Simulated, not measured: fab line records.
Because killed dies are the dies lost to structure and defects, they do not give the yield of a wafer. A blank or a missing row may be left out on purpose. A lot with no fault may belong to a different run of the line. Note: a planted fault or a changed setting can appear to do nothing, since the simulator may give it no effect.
Chamber matching + flow sky130 + SKY_VIA1_CMP_24 on cmp-02: 4 sister chambers
The step polishes, stops on SiO2, t overpolish 15 s, target thk 0 nm. 4 wafers are shown with their chamber, then 10 later ones without.

== WAFERS, EACH WITH ITS CHAMBER ==
| wafer  | chamber | motor_current_A (A) |
|--------|---------|---------------------|
| L082.5 | 0       | 11.6                |
| L085.3 | 2       | 11.3                |
| L090.1 | 1       | 10.3                |
| L090.4 | 3       | 13.2                |

== WAFERS MISSING THEIR CHAMBER ==
| wafer  | motor_current_A (A) |
|--------|---------------------|
| L090.6 | 11.3                |
| L092.1 | 11.4                |
| L092.3 | 13.3                |
| L092.6 | 10.5                |
| L096.1 | 12.2                |
| L096.5 | 10.5                |
| L096.6 | 11.3                |
| L097.1 | 11.6                |
| L097.4 | 13.8                |
| L097.6 | 10.6                |

== THE CHAMBER EACH PASSED THROUGH ==
| wafer  | from the rows above          | in truth |
|--------|------------------------------|----------|
| L090.6 | can't be placed: 2 or 0      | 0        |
| L092.1 | can't be placed: 2 or 0      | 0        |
| L092.3 | 3                            | 3        |
| L092.6 | can't be placed: 1 or 2      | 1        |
| L096.1 | can't be placed: 0 or 2 or 3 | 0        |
| L096.5 | can't be placed: 1 or 2      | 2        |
| L096.6 | can't be placed: 2 or 0      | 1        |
| L097.1 | can't be placed: 0 or 2      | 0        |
| L097.4 | 3                            | 3        |
| L097.6 | can't be placed: 1 or 2      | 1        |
Correct placement for 2 of the 10. Can't be placed from these rows: 8 (the true chamber is among the candidates in 7). Wrongly placed: 0.
How it was worked out, from the rows above alone: a wafer's distance from a chamber is the root of the sum, over the readings, of the square of ((its reading less the chamber's mean) divided by the reading's scatter). If the next closest chamber is less than 2 further off than the closest, the wafer can't be placed; otherwise it belongs to the closest. A chamber's mean is the mean of its shown wafers. The scatter (one wafer shown for each chamber): square how far every hidden wafer sits from the nearest shown wafer, average those squares and take the square root.
